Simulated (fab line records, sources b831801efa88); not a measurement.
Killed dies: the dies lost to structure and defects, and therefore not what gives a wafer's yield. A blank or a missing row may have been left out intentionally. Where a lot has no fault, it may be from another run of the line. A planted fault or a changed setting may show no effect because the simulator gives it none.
The same fault as seen by 2 desks + flow gf180mcu + what lay behind the numbers comes last; until then each desk has only its own

TOOL OWNER'S DESK, cvd w-02
The tool's own readings at GF_V1_CVD_23 (deposits W, target thk 350 nm, time 105.05 s): means of the sampled wafers that have a number, for each lot that ran on this tool. Any lot whose mean is over 4 standard deviations away from the usual mean is out of limits and marked OUT; that distance is given in the brackets.
Columns: A = heater power outer w at GF_V1_CVD_23, usual 539 W; B = heater power w at GF_V1_CVD_23, usual 851 W
| lot  | first seen here | A   | B   |
|------|-----------------|-----|-----|
| L577 | day 18 05:19    | 512 | 811 |
| L579 | day 19 01:41    | 562 | 849 |
| L584 | day 20 23:15    | 518 | 816 |
| L590 | day 23 05:29    | 552 | 872 |
| L600 | day 26 11:27    | 545 | 840 |
Finding of this desk: none of the 5 lots has anything out of limits.

METROLOGY DESK
What the gauges read for every lot (on any tool): the sampled wafers with a number, averaged. Any lot whose mean is over 4 standard deviations away from the usual mean is out of limits and marked OUT; that distance is given in the brackets.
Columns: A = CONTACT_CVD_00_THK at GF_CONTACT_THK_MEAS_01, usual 298 nm; B = V1_W_RS at GF_V1_RS_MEAS_24, usual 0.329 ohm/sq; C = V1_W_THK at GF_V1_THK_MEAS_25, usual 354 nm; D = M2_OVL at GF_M2_OVL_MEAS_15, usual 1 nm
| lot  | first seen here | A   | B               | C             | D  |
|------|-----------------|-----|-----------------|---------------|----|
| L577 | day 15 06:19    | 298 | 0.331           | 360           | -1 |
| L579 | day 16 00:14    | 296 | 0.330           | 352           | -5 |
| L580 | day 16 10:55    | 303 | 0.330           | 346           | -8 |
| L582 | day 16 23:39    | 296 | 0.330           | 354           | 9  |
| L583 | day 17 13:42    | 301 | 0.328           | 348           | 9  |
| L584 | day 17 19:32    | 292 | 0.330           | 356           | -4 |
| L585 | day 17 23:00    | 302 | 0.331           | 354           | 3  |
| L590 | day 20 01:55    | 298 | 0.445 (+37) OUT | 282 (-12) OUT | -7 |
| L596 | day 22 02:01    | 299 | 0.326           | 349           | 5  |
| L599 | day 22 19:19    | 300 | 0.331           | 342           | 8  |
| L600 | day 23 13:47    | 302 | 0.327           | 361           | -8 |
This desk's result: L590 out of limits, first on L590 (V1_W_RS at GF_V1_RS_MEAS_24), day 23 05:37. L577, L579, L580, L582, L583, L584, L585, L596, L599, L600 stayed within limits.

BROUGHT TOGETHER
L590 would have let the metrology desk raise an alarm at day 23 05:37.
The desk of the tool owner found nothing out of limits.
On record at the tool owner's desk: L590, within its limits.
On cvd w-02, each named lot ran GF_V1_CVD_23.

WHAT WAS PUT IN BY THE SIMULATOR
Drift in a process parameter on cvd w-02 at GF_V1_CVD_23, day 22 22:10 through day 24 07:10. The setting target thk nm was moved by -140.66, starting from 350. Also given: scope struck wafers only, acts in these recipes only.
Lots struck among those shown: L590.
Hours from the fault's start to each desk's first reading out of limits: the metrology desk, 7.
